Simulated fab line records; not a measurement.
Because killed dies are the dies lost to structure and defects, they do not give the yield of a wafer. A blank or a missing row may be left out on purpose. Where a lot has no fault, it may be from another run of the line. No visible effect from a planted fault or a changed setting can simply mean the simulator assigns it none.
Chamber matching :: flow sky130 :: rie si-02 running SKY_FIELD_ISO_ETCH_17: 4 sister chambers
The step etches Si in HBr/Cl2/O2, target depth 342 nm, time 97.7 s. 8 wafers are shown with their chamber, then 7 later ones without.

EACH WAFER AND ITS CHAMBER
wafer: L958.5
chamber: 0
oes product au (a.u.): 0.992
throttle valve pct (%): 25.664

wafer: L963.2
chamber: 0
oes product au (a.u.): 1.002
throttle valve pct (%): 25.660

wafer: L963.4
chamber: 2
oes product au (a.u.): 1.006
throttle valve pct (%): 25.639

wafer: L964.2
chamber: 2
oes product au (a.u.): 1.007
throttle valve pct (%): 25.653

wafer: L964.4
chamber: 3
oes product au (a.u.): 1.000
throttle valve pct (%): 25.656

wafer: L964.5
chamber: 1
oes product au (a.u.): 0.987
throttle valve pct (%): 25.658

wafer: L967.3
chamber: 3
oes product au (a.u.): 0.991
throttle valve pct (%): 25.657

wafer: L967.5
chamber: 1
oes product au (a.u.): 0.976
throttle valve pct (%): 25.663

WAFERS WITHOUT THEIR CHAMBER
wafer: L967.6
oes product au (a.u.): 1.023
throttle valve pct (%): 25.640

wafer: L968.1
oes product au (a.u.): 0.997
throttle valve pct (%): 25.655

wafer: L968.3
oes product au (a.u.): 0.979
throttle valve pct (%): 25.668

wafer: L968.4
oes product au (a.u.): 0.988
throttle valve pct (%): 25.648

wafer: L980.3
oes product au (a.u.): 0.985
throttle valve pct (%): 25.657

wafer: L980.5
oes product au (a.u.): 1.005
throttle valve pct (%): 25.646

wafer: L980.6
oes product au (a.u.): 1.000
throttle valve pct (%): 25.646

THE CHAMBER EACH PASSED THROUGH
wafer: L967.6
from the rows above: 2
in truth: 2

wafer: L968.1
from the rows above: can't be placed: 3 or 0 or 2
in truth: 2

wafer: L968.3
from the rows above: can't be placed: 1 or 0 or 3
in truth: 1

wafer: L968.4
from the rows above: can't be placed: 3 or 1 or 0 or 2
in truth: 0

wafer: L980.3
from the rows above: can't be placed: 1 or 3 or 0
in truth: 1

wafer: L980.5
from the rows above: 2
in truth: 2

wafer: L980.6
from the rows above: can't be placed: 2 or 3 or 0
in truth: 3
Correct placement for 2 of the 7. These rows do not allow placing 5 (true chamber among the candidates in 5). Wrongly placed: 0.
How it was worked out, from the rows above alone: a wafer's distance from a chamber is the root of the sum, over the readings, of the square of ((its reading less the chamber's mean) divided by the reading's scatter). The wafer belongs to the nearest chamber; if the next one is less than 2 further off, it can't be placed. A chamber's mean is the mean of its shown wafers. The scatter: the root of (the sum of the squares of (reading less its chamber's mean) over the shown wafers, divided by (wafers less chambers)).
